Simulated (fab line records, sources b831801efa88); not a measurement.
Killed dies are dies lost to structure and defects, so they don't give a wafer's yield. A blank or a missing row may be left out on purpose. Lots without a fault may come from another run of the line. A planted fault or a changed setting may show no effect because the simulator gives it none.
A struck lot beside a sound one | flow sky130 | 41 steps out of a route of 708
Sound: wafers L517.2, L517.4, L517.5. Struck: wafers L510.3, L510.4, L510.6. The cause comes at the end.
At each step with rows: each side's tool, then ch and its chambers, then its first start. Under that, the readings that differ: sound wafers | struck wafers | difference of the means | sigmas: that difference in standard deviations of wafers without a fault.
alike: readings whose means differ by less than 2 such deviations, and words and numbers that are the same on both sides. not compared: withheld readings, readings that some wafer has no value for, bounds like >300 that may hide the same value, and numbers for which the record gives no deviation and whose values overlap.
The two part at a step that has a row with sigmas, a row that says differs or no value, or rows on one side only. Numbers that don't overlap but have no deviation are shown without sigmas and don't part them. A reading that every wafer of one side lacks parts them only if that side has two wafers or more.

first, 5 steps without rows for these wafers: SKY_GATE_OXIDE_COAT_05 (resist thk 1140 nm); SKY_GATE_OXIDE_SOFTBAKE_06 (time 60 s); SKY_GATE_OXIDE_EXPOSE_07 (exposes mask LVOM, target cd 600 nm); SKY_GATE_OXIDE_PEB_08; SKY_GATE_OXIDE_DEVELOP_09 (develop time 60 s).
SKY_GATE_OXIDE_OVL_MEAS_10:
  sound on overlay-01, day 21 21:59; struck on overlay-01, day 18 16:06
  alike: GATE_OXIDE_OVL
then, 2 steps without rows for these wafers: SKY_GATE_OXIDE_IMPLANT_11; SKY_GATE_OXIDE_WET_ETCH_12 (etches SiO2 in dHF, target depth 16.8 nm, time 336 s).
SKY_GATE_OXIDE_STRIP_13: strips in O2/N2.
  sound on plasma_asher-02 ch 0,1, day 21 22:16; struck on plasma_asher-02 ch 0,1, day 18 16:25
  alike: drypump_motor_current_A, o2_flow_sccm, oes_product_au, strip_time_to_endpoint_s
  not compared: rf_hours_counter_h
SKY_GATE_OXIDE_TW_MEAS_14:
  sound on film_metro-01, day 21 22:23; struck on film_metro-04, day 18 16:30
  reading       | sound             | struck            | difference | sigmas
  GATE_OXIDE_TW | 227.2 226.9 225.7 | 222.7 223.6 224.2 | -3.1       | -3
then, 2 steps without rows for these wafers: SKY_GATE_OXIDE_CLEAN_15 (cleans in SC1/SC2, time 150 s); SKY_GATE_OXIDE_OXIDATION_16 (stabilise 600 s, purge 300 s, target thk 3.57 nm).
SKY_POLY_GATE_CVD_00: deposits poly-Si, target thk 180 nm, time 720 s.
  sound on lpcvd-01 ch 0, day 22 00:01; struck on lpcvd-01 ch 1, day 18 19:06
  reading                                       | sound           | struck            | difference | sigmas
  zone_power_bottom_pct (%)                     | 10.7 10.8 10.7  | 14.1 14.0 14.2    | +3.4       | +2
  model.poly-Si_of_POLY_GATE_CVD_00.thk_nm (nm) | 179.4 180 179.6 | 226.5 224.4 226.5 | +46.1      |
  alike: spike_tc_upper_C, zone_power_top_pct
SKY_POLY_GATE_THK_MEAS_01:
  sound on film_metro-04, day 22 01:14; struck on film_metro-03, day 18 20:19
  reading                   | sound             | struck            | difference | sigmas
  POLY_GATE_CVD_00_THK (nm) | 179.4 180.0 179.8 | 226.3 224.4 226.5 | +46.0      | +24
then, 8 steps without rows for these wafers: SKY_RES_PROTECT_DEHYDRATE_00 (time 60 s); SKY_RES_PROTECT_HMDS_01 (prime time 60 s); SKY_RES_PROTECT_COAT_02 (resist thk 1140 nm); SKY_RES_PROTECT_SOFTBAKE_03 (time 60 s); SKY_RES_PROTECT_EXPOSE_04 (exposes mask RPM, target cd 1270 nm); SKY_RES_PROTECT_PEB_05; SKY_RES_PROTECT_DEVELOP_06 (develop time 60 s); SKY_POLY_GATE_IMPLANT_02.
SKY_RES_PROTECT_STRIP_07: strips in O2/N2.
  sound on plasma_asher-02 ch 0,1, day 23 07:41; struck on plasma_asher-02 ch 0,1, day 20 03:43
  alike: drypump_motor_current_A, o2_flow_sccm, oes_product_au, strip_time_to_endpoint_s
  not compared: rf_hours_counter_h
SKY_RES_PROTECT_TW_MEAS_08:
  sound on film_metro-03, day 23 07:47; struck on film_metro-02, day 20 03:49
  alike: POLY_GATE_TW
SKY_RES_PROTECT_CLEAN_09: cleans in SC1/SC2, time 150 s.
  sound on wet_bench-04 ch 3, day 23 07:50; struck on wet_bench-04 ch 2, day 20 03:51
  reading                                       | sound           | struck            | difference | sigmas
  bath_guard_temp_C (C)                         | 69.8 70.2 70.0  | 71.3 71.4 71.6    | +1.4       | +2
  model.poly-Si_of_POLY_GATE_CVD_00.thk_nm (nm) | 178.8 179.4 179 | 225.9 223.7 225.9 | +46.1      |
then, 1 step without rows for these wafers: SKY_POLY_GATE_CVD_03 (deposits Si3N4 from DCS/NH3, target thk 75 nm, time 1290 s).
SKY_POLY_GATE_THK_MEAS_04:
  sound on film_metro-03, day 23 09:15; struck on film_metro-02, day 20 05:17
  alike: POLY_GATE_CVD_03_THK
then, 8 steps without rows for these wafers: SKY_POLY_GATE_DEHYDRATE_05 (time 60 s); SKY_POLY_GATE_HMDS_06 (prime time 60 s); SKY_POLY_GATE_COAT_07 (resist thk 110 nm); SKY_POLY_GATE_COAT_08 (resist thk 450 nm); SKY_POLY_GATE_SOFTBAKE_09 (time 90 s); SKY_POLY_GATE_EXPOSE_10 (exposes mask P1M, target cd 150 nm); SKY_POLY_GATE_PEB_11; SKY_POLY_GATE_DEVELOP_12 (develop time 60 s).
SKY_POLY_GATE_CD_MEAS_13: target cd 150 nm.
  sound on cd_sem-02, day 24 14:51; struck on cd_sem-01, day 21 12:34
  alike: cd_nm
SKY_POLY_GATE_OVL_MEAS_14:
  sound on overlay-01, day 24 14:58; struck on overlay-02, day 21 12:40
  alike: POLY_GATE_OVL
SKY_POLY_GATE_ETCH_15: etches BARC in N2/H2, stops on SiO2, time 118.5 s, target depth 110 nm.
  sound on rie_diel-02 ch 0,1,3, day 24 14:59; struck on rie_diel-02 ch 0,1,3, day 21 12:41
  alike: drypump_motor_current_A, oes_product_au, throttle_valve_pct
  not compared: rf_hours_counter_h
SKY_POLY_GATE_ETCH_16: etches Si3N4 in CH3F/O2, stops on poly-Si, time 147.5 s, target depth 75 nm.
  sound on rie_diel-02 ch 0,1,3, day 24 15:04; struck on rie_diel-02 ch 0,1,3, day 21 12:46
  alike: drypump_motor_current_A, oes_product_au, throttle_valve_pct
  not compared: rf_hours_counter_h
SKY_POLY_GATE_ETCH_17: etches poly-Si in HBr/Cl2, stops on SiO2, target depth 180 nm, time 70.5 s.
  sound on rie_si-02 ch 0,2,3, day 24 15:10; struck on rie_si-01 ch 0,1, day 21 12:52
  alike: drypump_motor_current_A, mfc_cl2_sccm, oes_product_au, throttle_valve_pct
  not compared: rf_hours_counter_h, model.etch.depth_nm, model.POLY_GATE.feature_depth_nm
SKY_POLY_GATE_STRIP_18: strips in O2/N2.
  sound on plasma_asher-03 ch 0,1, day 24 15:13; struck on plasma_asher-04 ch 0,1, day 21 12:58
  alike: drypump_motor_current_A, o2_flow_sccm, oes_product_au, strip_time_to_endpoint_s
  not compared: rf_hours_counter_h

WHERE THEY PART
First at SKY_GATE_OXIDE_TW_MEAS_14; last, within this record, at SKY_RES_PROTECT_CLEAN_09. Later steps at which nothing parts them and some readings are alike: SKY_POLY_GATE_THK_MEAS_04, SKY_POLY_GATE_CD_MEAS_13, SKY_POLY_GATE_OVL_MEAS_14, SKY_POLY_GATE_ETCH_15, SKY_POLY_GATE_ETCH_16, SKY_POLY_GATE_ETCH_17, SKY_POLY_GATE_STRIP_18.

WHY: what the simulator had put in
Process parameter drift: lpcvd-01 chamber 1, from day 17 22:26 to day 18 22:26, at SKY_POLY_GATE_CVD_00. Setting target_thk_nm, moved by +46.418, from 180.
